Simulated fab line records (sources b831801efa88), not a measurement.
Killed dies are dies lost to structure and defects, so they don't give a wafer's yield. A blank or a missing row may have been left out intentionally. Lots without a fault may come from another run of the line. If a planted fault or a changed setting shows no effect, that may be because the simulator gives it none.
Chamber matching | flow sky130 | hdpcvd-01 running SKY_CONTACT_HDPCVD_02: 3 sister chambers
The step deposits SiO2, target thk 565 nm, time 94.2 s. 6 wafers are shown with their chamber, then 8 later ones without.

WAFERS WITH THEIR CHAMBER
wafer  | chamber | run-length-s (s)
L430.2 | 2       | 122.2
L433.2 | 1       | 121.7
L433.3 | 2       | 122.0
L447.4 | 1       | 121.9
L447.5 | 0       | 120.8
L448.2 | 0       | 120.9

WAFERS WHOSE CHAMBER IS MISSING
wafer  | run-length-s (s)
L448.4 | 120.9
L448.6 | 122.1
L449.4 | 122.4
L449.5 | 120.9
L449.6 | 122.0
L450.1 | 121.7
L450.4 | 120.9
L450.5 | 122.0

EACH ONE'S CHAMBER
wafer  | from the rows above     | in truth
L448.4 | 0                       | 0
L448.6 | 2                       | 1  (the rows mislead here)
L449.4 | 2                       | 2
L449.5 | 0                       | 0
L449.6 | can't be placed: 2 or 1 | 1
L450.1 | 1                       | 1
L450.4 | 0                       | 0
L450.5 | can't be placed: 2 or 1 | 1
Placed correctly: 5 of 8. Cannot be placed on the basis of these rows: 2; the candidates contain the true chamber in 2. 1 placed wrongly.
How it was worked out, from the rows above alone: a wafer's distance from a chamber is the root of the sum, over the readings, of the square of ((its reading less the chamber's mean) divided by the reading's scatter). If the next closest chamber is less than 2 further off than the closest, the wafer can't be placed; otherwise it belongs to the closest. For every chamber, the mean is computed from those of its wafers that are shown. The scatter: the root of (the sum of the squares of (reading less its chamber's mean) over the shown wafers, divided by (wafers less chambers)).
